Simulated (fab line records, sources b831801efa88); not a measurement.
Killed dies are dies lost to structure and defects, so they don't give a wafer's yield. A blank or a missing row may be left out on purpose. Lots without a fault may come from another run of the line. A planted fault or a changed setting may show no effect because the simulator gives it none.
fab line records | flow gf180mcu
record lots=5 wafers=15 last_day=34
route steps=602 shown MIM@515 M5@526 V5@540
lots that met no fault: from a run of the same line without faults
start_h: hours from the record's first day to the start of the lot's first wafer shown | wait_h: hours since the lot's step before | " the same as in the row above | L1.1+2: a row that stands for several wafers | - no value, or no start given | * or withheld: withheld | < > ~ a bound
route shown NAME@n: a module of which the file shows steps, and the number in the route of the first | usual: mean/standard deviation of fault-free wafers | same: alike in all rows | chamber/n: place in a boat | sites: the reading at each site | _std_site: their standard deviation | _edge_site: outer sites' mean less inner sites' | radius_mm: how far each site lies from the wafer's centre | mask NAME#n: copy n | behind: the tool/chamber that last shaped the wafer | hold: why the lot was held/for how many hours/how that ended | device: the transistor (n, p or np) that didn't switch | end of line: the same wafers' tests at the end of the route | a step without rows: its recipe alone | killed: dies lost to structure and defects at the first sort, not the wafer's yield | map: a wafer's dies, x killed, . not, _ none there
set.NAME: the setting as run; set.NAME@STEP: as run at that earlier step | model.NAME: the simulator's own value behind a step, which no gauge read
lots at some steps of the route; a table a step, a row a wafer
services: from which hour (start_h, from the record's first day; less than 0 if before it) a tool's chamber was out of use, for how many hours, and why
## steps
# step GF_MIM_DEHYDRATE_12
# recipe temp_c=200 time_s=60
# usual chill_plate_temp_C=22.99/0.12
# columns lot.wafer tool chamber start_h wait_h chill_plate_temp_C
L077.1 litho_track-04 0 604.23 9.7 23.15
L077.2 " 0 " " 23.14
L077.3 " 0 " " 23.26
L083.2 litho_track-03 0 654.31 9.1 22.95
L083.3 " 0 " " 23.02
L083.4 " 0 " " 22.99
L092.2 litho_track-03 0 711.26 8.8 22.96
L092.5 " 0 " " 22.81
L092.6 " 0 " " 22.73
L096.2 litho_track-03 0 732.56 8.4 23.06
L096.4 " 0 " " 23.20
L096.6 " 0 " " 23.08
L097.1 litho_track-04 0 735.93 7.8 22.95
L097.4 " 0 " " 22.97
L097.5 " 0 " " 22.84
# step GF_MIM_HMDS_13
# recipe prime_time_s=60 prime_temp_c=120
# usual chill_plate_temp_C=23.01/0.11
# columns lot.wafer tool chamber start_h wait_h chill_plate_temp_C
L077.1 litho_track-04 0 604.38 0.1 23.02
L077.2 " 0 " " 23.09
L077.3 " 0 " " 22.94
L083.2 litho_track-03 0 654.46 0.1 23.08
L083.3 " 0 " " 22.92
L083.4 " 0 " " 22.91
L092.2 litho_track-03 0 711.41 0.1 22.92
L092.5 " 0 " " 22.94
L092.6 " 0 " " 22.87
L096.2 litho_track-03 0 732.71 0.1 23.06
L096.4 " 0 " " 23.12
L096.6 " 0 " " 22.95
L097.1 litho_track-04 0 736.08 0.1 23.03
L097.4 " 0 " " 22.93
L097.5 " 0 " " 23.01
# step GF_MIM_COAT_14
# recipe resist=NOVOLAK spin_rpm=3000 resist_thk_nm=1000
# usual chill_plate_temp_C=23.02/0.11
# columns lot.wafer tool chamber start_h wait_h chill_plate_temp_C
L077.1 litho_track-04 0 604.53 0.1 22.91
L077.2 " 0 " " 22.84
L077.3 " 0 " " 22.85
L083.2 litho_track-03 0 654.61 0.1 23.03
L083.3 " 0 " " 22.85
L083.4 " 0 " " 22.89
L092.2 litho_track-03 0 711.56 0.1 23.09
L092.5 " 0 " " 23.00
L092.6 " 0 " " 23.23
L096.2 litho_track-03 0 732.86 0.1 23.03
L096.4 " 0 " " 22.94
L096.6 " 0 " " 23.17
L097.1 litho_track-04 0 736.23 0.1 23.16
L097.4 " 0 " " 23.28
L097.5 " 0 " " 23.15
# step GF_MIM_SOFTBAKE_15
# recipe temp_c=90 time_s=60 resist=NOVOLAK
# usual chill_plate_temp_C=23.00/0.11
# columns lot.wafer tool chamber start_h wait_h chill_plate_temp_C
L077.1 litho_track-04 0 604.68 0.1 23.04
L077.2 " 0 " " 23.09
L077.3 " 0 " " 22.92
L083.2 litho_track-03 0 654.76 0.1 22.91
L083.3 " 0 " " 23.12
L083.4 " 0 " " 22.86
L092.2 litho_track-03 0 711.71 0.1 23.28
L092.5 " 0 " " 23.11
L092.6 " 0 " " 23.08
L096.2 litho_track-03 0 733.01 0.1 23.11
L096.4 " 0 " " 23.09
L096.6 " 0 " " 23.22
L097.1 litho_track-04 0 736.38 0.1 22.82
L097.4 " 0 " " 22.96
L097.5 " 0 " " 22.97
# step GF_MIM_EXPOSE_16
# recipe mask_id=FuseTop target_cd_nm=2000 na=0.6 source_shape=conventional sigma_outer=0.6 dose_mj=140
# usual exposure_dose_mJ_cm2=140.02/0.15 reticle_temp_C=23.00/0.13 stage_vel_mm_s=500.00/0.25
# columns lot.wafer tool chamber start_h wait_h mask exposure_dose_mJ_cm2 reticle_temp_C stage_vel_mm_s
L077.1 iline_stepper-02 0 - - FuseTop#0 140.04 22.80 499.55
L077.2 " 0 " " FuseTop#0 139.95 22.83 499.93
L077.3 " 0 " " FuseTop#0 139.82 22.97 500.07
L083.2 iline_stepper-02 0 - - FuseTop#0 140.10 23.20 500.05
L083.3 " 0 " " FuseTop#0 140.02 23.27 499.70
L083.4 " 0 " " FuseTop#0 140.13 23.16 500.08
L092.2 iline_stepper-02 0 - - FuseTop#0 139.75 23.16 500.34
L092.5 " 0 " " FuseTop#0 140.05 22.94 500.29
L092.6 " 0 " " FuseTop#0 139.81 22.96 500.39
L096.2 iline_stepper-02 0 - - FuseTop#0 140.17 22.98 499.91
L096.4 " 0 " " FuseTop#0 140.16 23.10 500.02
L096.6 " 0 " " FuseTop#0 140.28 23.08 499.92
L097.1 iline_stepper-02 0 - - FuseTop#0 139.95 22.89 499.60
L097.4 " 0 " " FuseTop#0 140.17 22.83 499.88
L097.5 " 0 " " FuseTop#0 140.14 22.83 499.99
# step GF_MIM_PEB_17
# recipe temp_c=withheld time_s=* resist=NOVOLAK
# usual chill_plate_temp_C=*
# columns lot.wafer tool chamber start_h wait_h chill_plate_temp_C
L077.1 litho_track-01 0 - - *
L077.2 " 0 " " *
L077.3 " 0 " " *
L083.2 litho_track-04 0 - - *
L083.3 " 0 " " *
L083.4 " 0 " " *
L092.2 litho_track-03 0 - - *
L092.5 " 0 " " *
L092.6 " 0 " " *
L096.2 litho_track-01 0 - - *
L096.4 " 0 " " *
L096.6 " 0 " " *
L097.1 litho_track-01 0 - - *
L097.4 " 0 " " *
L097.5 " 0 " " *
# step GF_MIM_DEVELOP_18
# recipe develop_time_s=60 dev_temp_c=23
# usual chill_plate_temp_C=23.02/0.1
# columns lot.wafer tool chamber start_h wait_h chill_plate_temp_C
L077.1 litho_track-01 0 614.95 0.1 22.84
L077.2 " 0 " " 23.01
L077.3 " 0 " " 22.98
L083.2 litho_track-04 0 664.51 0.1 22.92
L083.3 " 0 " " 22.79
L083.4 " 0 " " 22.97
L092.2 litho_track-03 0 720.66 0.1 23.15
L092.5 " 0 " " 22.93
L092.6 " 0 " " 23.09
L096.2 litho_track-01 0 741.43 0.1 23.12
L096.4 " 0 " " 23.11
L096.6 " 0 " " 23.00
L097.1 litho_track-01 0 744.65 0.1 23.11
L097.4 " 0 " " 23.01
L097.5 " 0 " " 22.91
# step GF_MIM_METAL_ETCH_19
# recipe chemistry=Cl2/BCl3 mask_material=NOVOLAK stop_on=Si3N4 target_depth_nm=324.5 pressure_mtorr=8 icp_w=800 bias_w=140 Cl2_flow_sccm=80 bcl3_flow_sccm=40 time_s=54.1
# usual bias_w=140.0/0.41 drypump_motor_current_A=5.6/0.38 oes_product_au=0.939/0.007 throttle_valve_pct=28.287/0.0097
# columns lot.wafer tool chamber start_h wait_h bias_w drypump_motor_current_A oes_product_au rf_hours_counter_h throttle_valve_pct
L077.1 rie_metal-01 1 615.10 0.1 140.1 6.2 0.927 13 28.295
L077.2 " 0 " " 140.8 5.9 0.929 7 28.282
L077.3 " 0 " " 140.8 5.9 0.945 - 28.295
L083.2 rie_metal-02 0 664.63 0.1 139.8 5.1 0.951 4 28.271
L083.3 " 1 " " 140.4 5.4 0.927 - 28.278
L083.4 " 0 " " 140.1 5.1 0.939 - 28.285
L092.2 rie_metal-04 0 720.78 0.1 139.7 5.2 0.933 3 28.299
L092.5 " 1 " " 139.9 5.6 0.928 - 28.291
L092.6 " 0 " " 139.7 5.2 0.927 - 28.305
L096.2 rie_metal-04 1 741.55 0.1 139.5 5.6 0.939 2 28.293
L096.4 " 1 " " 139.9 5.6 0.926 - 28.288
L096.6 " 0 " " 139.8 5.2 0.939 - 28.294
L097.1 rie_metal-02 0 744.80 0.1 139.8 5.1 0.950 8 28.268
L097.4 " 1 " " 140.2 5.4 0.949 - 28.272
L097.5 " 0 " " 139.9 5.1 0.943 - 28.282
# step GF_MIM_STRIP_20
# recipe chemistry=O2/N2 power_w=1400 pressure_mtorr=1500 platen_temp_c=250 o2_flow_sccm=3000 n2_flow_sccm=300 overash_fraction=0.5
# usual drypump_motor_current_A=6.0/0.34 heater_power_w=316/17 oes_product_au=0.692/0.0043 strip_time_to_endpoint_s=11.22/0.047
# columns lot.wafer tool chamber start_h wait_h drypump_motor_current_A heater_power_w oes_product_au rf_hours_counter_h strip_time_to_endpoint_s
L077.1 plasma_asher-03 0 615.17 0.0 6.6 293 0.690 101 11.18
L077.2 " 1 " " 5.5 351 0.691 101 11.21
L077.3 " 1 " " 5.5 345 0.685 - 11.20
L083.2 plasma_asher-03 0 664.70 0.0 6.6 292 0.689 106 11.23
L083.3 " 0 " " 6.6 291 0.695 - 11.24
L083.4 " 1 " " 5.5 353 0.691 - 11.20
L092.2 plasma_asher-03 1 720.85 0.0 5.5 352 0.689 112 11.23
L092.5 " 0 " " 6.7 293 0.689 - 11.23
L092.6 " 1 " " 5.5 352 0.688 - 11.22
L096.2 plasma_asher-01 0 741.62 0.0 6.0 304 0.697 96 11.28
L096.4 " 1 " " 5.7 304 0.696 - 11.25
L096.6 " 1 " " 5.6 303 0.694 - 11.32
L097.1 plasma_asher-03 0 744.87 0.0 6.6 301 0.688 0 11.19
L097.4 " 1 " " 5.5 348 0.693 - 11.22
L097.5 " 0 " " 6.6 298 0.692 - 11.18
# step GF_MIM_STRIP_21
# recipe chemistry=post_etch_residue_remover time_s=1200 temp_c=72.5
# columns lot.wafer tool chamber start_h wait_h
L077.1+2+3 wet_bench-04 2 615.27 0.1
L083.2+3+4 wet_bench-03 2 664.80 0.1
L092.2+5+6 wet_bench-04 3 720.95 0.1
L096.2+4+6 wet_bench-03 2 741.72 0.1
L097.1+4+5 wet_bench-03 2 744.97 0.1
# step GF_MIM_CLEAN_22
# recipe chemistry=DIW dry=n2_spin
# columns lot.wafer tool chamber start_h wait_h
L077.1+2+3 wet_bench-02 0 615.62 0.0
L083.2+3+4 wet_bench-02 2 665.15 0.0
L092.2+5+6 wet_bench-02 1 721.33 0.0
L096.2+4+6 wet_bench-04 1 742.09 0.0
L097.1+4+5 wet_bench-02 1 745.38 0.0
# step GF_M5_DEHYDRATE_00
# recipe temp_c=200 time_s=60
# usual chill_plate_temp_C=23.01/0.11
# columns lot.wafer tool chamber start_h wait_h chill_plate_temp_C
L077.1 litho_track-02 0 625.71 10.0 23.01
L077.2 " 0 " " 23.00
L077.3 " 0 " " 23.02
L083.2 litho_track-04 0 674.26 9.0 23.00
L083.3 " 0 " " 23.05
L083.4 " 0 " " 22.91
L092.2 litho_track-01 0 729.78 8.4 22.90
L092.5 " 0 " " 22.92
L092.6 " 0 " " 22.83
L096.2 litho_track-02 0 750.28 8.1 23.17
L096.4 " 0 " " 23.12
L096.6 " 0 " " 22.97
L097.1 litho_track-02 0 753.01 7.5 23.03
L097.4 " 0 " " 23.01
L097.5 " 0 " " 23.04
# step GF_M5_HMDS_01
# recipe prime_time_s=60 prime_temp_c=120
# usual chill_plate_temp_C=23.03/0.1
# columns lot.wafer tool chamber start_h wait_h chill_plate_temp_C
L077.1 litho_track-02 0 625.86 0.1 23.02
L077.2 " 0 " " 23.02
L077.3 " 0 " " 23.07
L083.2 litho_track-04 0 674.41 0.1 23.24
L083.3 " 0 " " 22.96
L083.4 " 0 " " 23.15
L092.2 litho_track-01 0 729.93 0.1 22.94
L092.5 " 0 " " 22.89
L092.6 " 0 " " 22.92
L096.2 litho_track-02 0 750.43 0.1 23.15
L096.4 " 0 " " 23.08
L096.6 " 0 " " 23.06
L097.1 litho_track-02 0 753.16 0.1 22.97
L097.4 " 0 " " 23.20
L097.5 " 0 " " 22.96
# step GF_M5_COAT_02
# recipe resist=KrF spin_rpm=withheld resist_thk_nm=1000
# usual chill_plate_temp_C=22.96/0.11
# columns lot.wafer tool chamber start_h wait_h chill_plate_temp_C
L077.1 litho_track-02 0 626.01 0.1 22.90
L077.2 " 0 " " 22.80
L077.3 " 0 " " 22.92
L083.2 litho_track-04 0 674.56 0.1 22.90
L083.3 " 0 " " 22.82
L083.4 " 0 " " 22.69
L092.2 litho_track-01 0 730.08 0.1 22.77
L092.5 " 0 " " 23.03
L092.6 " 0 " " 22.82
L096.2 litho_track-02 0 750.58 0.1 23.18
L096.4 " 0 " " 22.95
L096.6 " 0 " " 23.11
L097.1 litho_track-02 0 753.31 0.1 22.99
L097.4 " 0 " " 22.96
L097.5 " 0 " " 22.94
# step GF_M5_SOFTBAKE_03
# recipe temp_c=130 time_s=60 resist=KrF
# usual chill_plate_temp_C=22.99/0.11
# columns lot.wafer tool chamber start_h wait_h chill_plate_temp_C
L077.1 litho_track-02 0 626.16 0.1 22.86
L077.2 " 0 " " 23.08
L077.3 " 0 " " 23.08
L083.2 litho_track-04 0 674.71 0.1 23.05
L083.3 " 0 " " 23.09
L083.4 " 0 " " 23.01
L092.2 litho_track-01 0 730.23 0.1 23.23
L092.5 " 0 " " 22.95
L092.6 " 0 " " 22.93
L096.2 litho_track-02 0 750.73 0.1 23.05
L096.4 " 0 " " 22.96
L096.6 " 0 " " 22.99
L097.1 litho_track-02 0 753.46 0.1 22.89
L097.4 " 0 " " 23.01
L097.5 " 0 " " 22.81
# step GF_M5_EXPOSE_04
# recipe mask_id=Metal5 target_cd_nm=280 na=0.68 source_shape=conventional sigma_outer=0.6 dose_mj=28
# usual exposure_dose_mJ_cm2=27.98/0.049 reticle_temp_C=22.98/0.11 stage_vel_mm_s=500.05/0.23
# columns lot.wafer tool chamber start_h wait_h mask exposure_dose_mJ_cm2 reticle_temp_C stage_vel_mm_s
L077.1 krf_scanner-01 0 - - Metal5#0 27.97 22.79 499.93
L077.2 " 0 " " Metal5#0 28.03 22.84 499.93
L077.3 " 0 " " Metal5#0 28.00 23.00 500.24
L083.2 krf_scanner-01 0 - - Metal5#0 27.98 23.16 499.77
L083.3 " 0 " " Metal5#0 28.00 23.12 499.90
L083.4 " 0 " " Metal5#0 28.01 23.05 499.88
L092.2 krf_scanner-01 0 - - Metal5#0 27.99 23.05 500.15
L092.5 " 0 " " Metal5#0 27.98 22.86 499.90
L092.6 " 0 " " Metal5#0 27.95 23.08 500.00
L096.2 krf_scanner-02 0 - - Metal5#0 27.98 23.12 499.91
L096.4 " 0 " " Metal5#0 27.92 22.97 500.45
L096.6 " 0 " " Metal5#0 27.98 22.84 500.06
L097.1 krf_scanner-01 0 - - Metal5#0 28.12 23.15 500.30
L097.4 " 0 " " Metal5#0 28.11 23.11 499.77
L097.5 " 0 " " Metal5#0 28.07 23.05 500.26
# step GF_M5_PEB_05
# recipe peb_temp_c=135 peb_time_s=90 resist=KrF
# usual chill_plate_temp_C=23.00/0.1
# columns lot.wafer tool chamber start_h wait_h chill_plate_temp_C
L077.1 litho_track-04 0 - - 23.08
L077.2 " 0 " " 23.27
L077.3 " 0 " " 23.25
L083.2 litho_track-02 0 - - 23.02
L083.3 " 0 " " 22.95
L083.4 " 0 " " 23.07
L092.2 litho_track-04 0 - - 22.90
L092.5 " 0 " " 23.08
L092.6 " 0 " " 23.03
L096.2 litho_track-01 0 - - 22.89
L096.4 " 0 " " 22.92
L096.6 " 0 " " 22.76
L097.1 litho_track-02 0 - - 23.12
L097.4 " 0 " " 23.00
L097.5 " 0 " " 23.06
# step GF_M5_DEVELOP_06
# recipe develop_time_s=60 dev_temp_c=21
# usual chill_plate_temp_C=23.00/0.11
# columns lot.wafer tool chamber start_h wait_h chill_plate_temp_C
L077.1 litho_track-04 0 636.23 0.2 23.00
L077.2 " 0 " " 23.01
L077.3 " 0 " " 23.02
L083.2 litho_track-02 0 683.73 0.2 22.95
L083.3 " 0 " " 23.01
L083.4 " 0 " " 22.93
L092.2 litho_track-04 0 738.41 0.2 22.84
L092.5 " 0 " " 22.99
L092.6 " 0 " " 23.04
L096.2 litho_track-01 0 759.08 0.2 22.99
L096.4 " 0 " " 23.05
L096.6 " 0 " " 23.04
L097.1 litho_track-02 0 761.11 0.2 22.90
L097.4 " 0 " " 22.87
L097.5 " 0 " " 22.95
# step GF_M5_CD_MEAS_07
# recipe target_cd_nm=280
# usual cd_nm=279.8/1.2
# columns lot.wafer tool chamber start_h wait_h cd_nm
L077.1 cd_sem-02 - 636.38 0.1 279.3
L077.2 " - " " 280.8
L077.3 " - " " 280.1
L083.2 cd_sem-01 - 683.88 0.1 280.0
L083.3 " - " " 281.2
L083.4 " - " " 280.2
L092.2 cd_sem-01 - 738.55 0.1 277.1
L092.5 " - " " 276.3
L092.6 " - " " 278.5
L096.2 cd_sem-01 - 759.22 0.1 279.2
L096.4 " - " " 278.7
L096.6 " - " " 279.4
L097.1 cd_sem-01 - 761.26 0.1 280.7
L097.4 " - " " 280.1
L097.5 " - " " 279.9
# step GF_M5_OVL_MEAS_08
# usual M5_OVL=5/4.8
# columns lot.wafer tool chamber start_h wait_h M5_OVL[nm]
L077.1 overlay-01 - 636.50 0.1 7
L077.2 " - " " 5
L077.3 " - " " 1
L083.2 overlay-02 - 683.99 0.1 -2
L083.3 " - " " -7
L083.4 " - " " -1
L092.2 overlay-02 - 738.66 0.1 9
L092.5 " - " " 8
L092.6 " - " " 4
L096.2 overlay-02 - 759.33 0.1 6
L096.4 " - " " 0
L096.6 " - " " 4
L097.1 overlay-01 - 761.38 0.1 3
L097.4 " - " " -3
L097.5 " - " " -1
# step GF_M5_ETCH_09
# recipe chemistry=CF4/O2 target=Si3N4 target_depth_nm=52 source_w=800 bias_w=150 pressure_mtorr=150 cf4_flow_sccm=80 O2_flow_sccm=10 time_s=11.6
# usual bias_w=149.9/0.46 drypump_motor_current_A=5.7/0.41 oes_product_au=0.998/0.011 throttle_valve_pct=5.969/0.0095
# columns lot.wafer tool chamber start_h wait_h bias_w drypump_motor_current_A oes_product_au rf_hours_counter_h throttle_valve_pct
L077.1 rie_diel-02 2 636.54 0.0 149.5 5.5 0.975 45 5.970
L077.2 " 3 " " 150.5 5.8 1.000 21 5.962
L077.3 " 1 " " 149.1 6.2 0.983 68 5.973
L083.2 rie_diel-02 2 684.02 0.0 150.2 5.5 0.972 47 5.969
L083.3 " 1 " " 151.0 6.2 0.986 1 5.962
L083.4 " 3 " " 148.8 5.8 0.998 23 5.970
L092.2 rie_diel-03 3 738.69 0.0 149.3 6.2 0.998 20 5.958
L092.5 " 2 " " 149.6 5.8 0.990 - 5.969
L092.6 " 0 " " 149.7 4.9 1.000 - 5.968
L096.2 rie_diel-01 2 759.36 0.0 149.2 5.6 0.997 11 5.961
L096.4 " 2 " " 149.5 5.7 1.001 - 5.987
L096.6 " 1 " " 149.4 5.6 1.000 - 5.988
L097.1 rie_diel-02 0 761.41 0.0 150.9 5.4 0.992 8 5.948
L097.4 " 0 " " 149.9 5.4 0.982 - 5.976
L097.5 " 1 " " 149.5 6.2 0.984 - 5.961
# step GF_M5_METAL_ETCH_10
# recipe chemistry=Cl2/BCl3 mask_material=KrF target_depth_nm=750.8 stop_on=SiO2 pressure_mtorr=8 icp_w=800 bias_w=140 Cl2_flow_sccm=80 bcl3_flow_sccm=40 time_s=125.1
# usual bias_w=139.9/0.42 drypump_motor_current_A=5.4/0.32 oes_product_au=0.990/0.0056 throttle_valve_pct=28.229/0.0097
# columns lot.wafer tool chamber start_h wait_h bias_w drypump_motor_current_A oes_product_au rf_hours_counter_h throttle_valve_pct
L077.1 rie_metal-03 0 636.56 0.0 139.6 6.0 0.991 15 28.241
L077.2 " 1 " " 139.7 5.2 0.990 0 28.221
L077.3 " 0 " " 139.4 6.0 0.993 - 28.236
L083.2 rie_metal-04 0 684.08 0.1 140.4 5.2 0.976 - 28.247
L083.3 " 0 " " 140.3 5.2 0.987 - 28.231
L083.4 " 0 " " 140.4 5.2 0.992 - 28.227
L092.2 rie_metal-02 1 738.71 0.0 139.9 5.4 0.987 2 28.215
L092.5 " 0 " " 139.7 5.0 0.988 - 28.239
L092.6 " 1 " " 138.9 5.4 0.992 - 28.230
L096.2 rie_metal-04 0 759.38 0.0 140.6 5.2 0.990 5 28.222
L096.4 " 0 " " 140.2 5.2 0.985 - 28.235
L096.6 " 1 " " 139.5 5.7 0.988 - 28.232
L097.1 rie_metal-04 0 761.44 0.0 139.0 5.2 0.980 5 28.243
L097.4 " 0 " " 139.4 5.2 0.979 - 28.232
L097.5 " 0 " " 139.3 5.2 0.987 - 28.237
# step GF_M5_STRIP_11
# recipe chemistry=O2/N2 power_w=1400 pressure_mtorr=1500 platen_temp_c=250 o2_flow_sccm=3000 n2_flow_sccm=300 overash_fraction=0.5
# usual drypump_motor_current_A=5.7/0.38 heater_power_w=334/44 oes_product_au=0.524/0.0048 strip_time_to_endpoint_s=7.04/0.039
# columns lot.wafer tool chamber start_h wait_h drypump_motor_current_A heater_power_w oes_product_au rf_hours_counter_h strip_time_to_endpoint_s
L077.1 plasma_asher-01 1 636.69 0.1 5.6 312 0.528 85 7.09
L077.2 " 0 " " 6.0 296 0.524 85 7.06
L077.3 " 1 " " 5.6 305 0.527 - 7.04
L083.2 plasma_asher-04 1 684.30 0.2 5.1 312 0.530 26 7.12
L083.3 " 0 " " 5.4 421 0.525 - 7.10
L083.4 " 1 " " 5.1 313 0.528 - 7.08
L092.2 plasma_asher-04 1 738.84 0.1 5.1 324 0.518 32 7.05
L092.5 " 0 " " 5.4 423 0.514 - 6.99
L092.6 " 1 " " 5.1 315 0.531 - 7.06
L096.2 plasma_asher-01 1 759.51 0.1 5.6 314 0.534 97 7.10
L096.4 " 0 " " 6.0 300 0.524 - 7.05
L096.6 " 1 " " 5.6 306 0.514 - 7.05
L097.1 plasma_asher-04 1 761.57 0.1 5.1 320 0.524 34 7.09
L097.4 " 0 " " 5.4 421 0.524 - 7.12
L097.5 " 1 " " 5.1 312 0.528 - 7.15
# step GF_M5_STRIP_12
# recipe chemistry=post_etch_residue_remover time_s=1200 temp_c=72.5
# columns lot.wafer tool chamber start_h wait_h
L077.1+2+3 wet_bench-01 3 636.79 0.1
L083.2+3+4 wet_bench-01 2 684.40 0.1
L092.2+5+6 wet_bench-01 1 738.94 0.1
L096.2+4+6 wet_bench-02 0 759.61 0.1
L097.1+4+5 wet_bench-02 3 761.67 0.1
# step GF_M5_CLEAN_13
# recipe chemistry=DIW dry=n2_spin
# columns lot.wafer tool chamber start_h wait_h
L077.1+2+3 wet_bench-03 3 637.13 0.0
L083.2+3+4 wet_bench-03 3 685.14 0.0
L092.2+5+6 wet_bench-01 3 739.28 0.0
L096.2+4+6 wet_bench-03 1 759.95 0.0
L097.1+4+5 wet_bench-01 1 762.01 0.0
# step GF_V5_CVD_00
# recipe material=SiO2 target_thk_nm=300 sigma_open_frac=0.3 temp_c=400 time_s=52.32 sih4_flow_sccm=60 pressure_mtorr=6
# usual pressure_mtorr=5.999/0.012
# columns lot.wafer tool chamber start_h wait_h pressure_mtorr
L077.1 hdpcvd-01 0 637.23 0.0 5.993
L077.2 " 1 " " 6.006
L077.3 " 2 " " 6.013
L083.2 hdpcvd-02 2 685.23 0.0 6.009
L083.3 " 0 " " 6.001
L083.4 " 0 " " 5.992
L092.2 hdpcvd-02 2 739.37 0.0 6.020
L092.5 " 2 " " 6.019
L092.6 " 0 " " 6.010
L096.2 hdpcvd-01 2 760.04 0.0 6.011
L096.4 " 1 " " 6.003
L096.6 " 2 " " 5.986
L097.1 hdpcvd-02 1 762.10 0.0 5.999
L097.4 " 0 " " 6.015
L097.5 " 2 " " 6.001
# step GF_V5_THK_MEAS_01
# recipe reads=SiO2_of_V5_CVD_00
# usual V5_CVD_00_THK=314/3.6
# columns lot.wafer tool chamber start_h wait_h V5_CVD_00_THK[nm]
L077.1 film_metro-04 - 637.27 0.0 312
L077.2 " - " " 316
L077.3 " - " " 313
L083.2 film_metro-04 - 685.29 0.0 312
L083.3 " - " " 314
L083.4 " - " " 313
L092.2 film_metro-03 - 739.43 0.0 321
L092.5 " - " " 320
L092.6 " - " " 321
L096.2 film_metro-04 - 760.10 0.0 311
L096.4 " - " " 311
L096.6 " - " " 310
L097.1 film_metro-04 - 762.14 0.0 311
L097.4 " - " " 314
L097.5 " - " " 315
# step GF_V5_CVD_02
# recipe material=SiO2 target_thk_nm=1450 precursor=TEOS temp_c=400 time_s=163.28 rf_w=600
# usual heater_power_w=639/120
# columns lot.wafer tool chamber start_h wait_h heater_power_w
L077.1 pecvd-01 0 637.33 0.1 821
L077.2 " 1 " " 678
L077.3 " 2 " " 620
L083.2 pecvd-01 1 685.34 0.0 616
L083.3 " 0 " " 687
L083.4 " 2 " " 627
L092.2 pecvd-01 2 739.48 0.0 553
L092.5 " 0 " " 836
L092.6 " 2 " " 619
L096.2 pecvd-03 0 760.15 0.0 663
L096.4 " 0 " " 745
L096.6 " 2 " " 527
L097.1 pecvd-01 0 762.20 0.1 815
L097.4 " 0 " " 675
L097.5 " 1 " " 666
# step GF_V5_THK_MEAS_03
# recipe reads=SiO2_of_V5_CVD_02
# usual V5_CVD_02_THK=1452/20
# columns lot.wafer tool chamber start_h wait_h V5_CVD_02_THK[nm]
L077.1 film_metro-04 - 637.44 0.1 1431
L077.2 " - " " 1452
L077.3 " - " " 1438
L083.2 film_metro-04 - 685.46 0.1 1441
L083.3 " - " " 1427
L083.4 " - " " 1433
L092.2 film_metro-03 - 739.60 0.1 1425
L092.5 " - " " 1487
L092.6 " - " " 1464
L096.2 film_metro-04 - 760.27 0.1 1455
L096.4 " - " " 1483
L096.6 " - " " 1477
L097.1 film_metro-03 - 762.31 0.1 1437
L097.4 " - " " 1440
L097.5 " - " " 1426
# step GF_V5_CMP_04
# recipe material=SiO2 down_force_psi=4 platen_rpm=60 pad_velocity_m_s=0.94248
# usual motor_current_A=11.6/1.1
# columns lot.wafer tool chamber start_h wait_h motor_current_A
L077.3 cmp-01 0 637.50 0.0 11.5
L077.2 " 1 " " 14.3
L077.1 " 2 " " 10.8
L083.4 cmp-01 3 685.56 0.1 10.9
L083.2 " 0 " " 11.8
L083.3 " 1 " " 14.3
L092.2 cmp-01 2 739.75 0.1 10.5
L092.5 " 0 " " 11.4
L092.6 " 1 " " 13.4
L096.2 cmp-01 0 760.42 0.1 11.5
L096.4 " 1 " " 13.5
L096.6 " 3 " " 11.3
L097.1 cmp-02 1 762.37 0.1 12.0
L097.4 " 3 " " 11.1
L097.5 " 2 " " 12.1
# step GF_V5_BOW_MEAS_05
# recipe mode=bow
# usual V5_BOW=137/9.5
# columns lot.wafer tool chamber start_h wait_h V5_BOW[um]
L077.1 film_metro-04 - 637.80 0.1 135
L077.2 " - " " 140
L077.3 " - " " 141
L083.2 film_metro-02 - 685.83 0.2 131
L083.3 " - " " 135
L083.4 " - " " 118
L092.2 film_metro-04 - 739.97 0.2 144
L092.5 " - " " 145
L092.6 " - " " 149
L096.2 film_metro-03 - 760.64 0.2 135
L096.4 " - " " 136
L096.6 " - " " 135
L097.1 film_metro-04 - 762.67 0.2 131
L097.4 " - " " 138
L097.5 " - " " 149
# step GF_V5_DEHYDRATE_06
# recipe temp_c=200 time_s=60
# usual chill_plate_temp_C=23.00/0.095
# columns lot.wafer tool chamber start_h wait_h chill_plate_temp_C
L077.1 litho_track-02 0 647.21 9.4 22.85
L077.2 " 0 " " 23.09
L077.3 " 0 " " 23.03
L083.2 litho_track-02 0 694.98 9.1 22.98
L083.3 " 0 " " 22.94
L083.4 " 0 " " 22.98
L092.2 litho_track-01 0 748.28 8.3 23.21
L092.5 " 0 " " 23.14
L092.6 " 0 " " 23.14
L096.2 litho_track-02 0 767.98 7.3 22.95
L096.4 " 0 " " 22.96
L096.6 " 0 " " 23.06
L097.1 litho_track-03 0 770.23 7.5 23.08
L097.4 " 0 " " 22.99
L097.5 " 0 " " 22.89
# step GF_V5_HMDS_07
# recipe prime_time_s=60 prime_temp_c=120
# usual chill_plate_temp_C=23.03/0.099
# columns lot.wafer tool chamber start_h wait_h chill_plate_temp_C
L077.1 litho_track-02 0 647.36 0.1 23.14
L077.2 " 0 " " 23.10
L077.3 " 0 " " 23.05
L083.2 litho_track-02 0 695.13 0.1 23.00
L083.3 " 0 " " 22.92
L083.4 " 0 " " 23.07
L092.2 litho_track-01 0 748.43 0.1 23.22
L092.5 " 0 " " 23.08
L092.6 " 0 " " 22.90
L096.2 litho_track-02 0 768.13 0.1 22.87
L096.4 " 0 " " 23.13
L096.6 " 0 " " 23.04
L097.1 litho_track-03 0 770.38 0.1 22.89
L097.4 " 0 " " 22.99
L097.5 " 0 " " 23.05
## services
# columns tool chamber start_h hours kind
cmp-01 - 605.23 4.0 pm
plasma_asher-04 - 628.07 1.8 repair
krf_scanner-01 - 632.20 4.4 pm
krf_scanner-01 - 636.58 1.0 pm
pecvd-01 - 645.43 0.5 repair
rie_metal-04 - 651.33 15.6 pm
krf_scanner-01 - 654.71 1.3 pm
plasma_asher-01 - 655.36 1.2 repair
iline_stepper-02 - 660.11 1.7 pm
plasma_asher-03 - 660.62 0.7 repair
pecvd-01 - 663.21 4.3 pm
plasma_asher-01 - 674.36 2.0 repair
rie_metal-04 - 693.02 1.3 repair
krf_scanner-01 - 694.12 1.1 repair
pecvd-01 - 714.47 14.6 pm
rie_diel-02 0 715.37 12.7 repair
rie_metal-02 - 721.31 1.4 pm
pecvd-01 - 733.54 1.5 repair
plasma_asher-03 - 733.75 9.0 pm
cmp-01 - 744.00 4.0 pm
krf_scanner-01 - 745.10 0.8 pm
krf_scanner-01 - 747.84 0.9 repair
krf_scanner-01 - 756.35 3.6 pm
krf_scanner-01 - 760.06 0.2 repair
## key
fault none
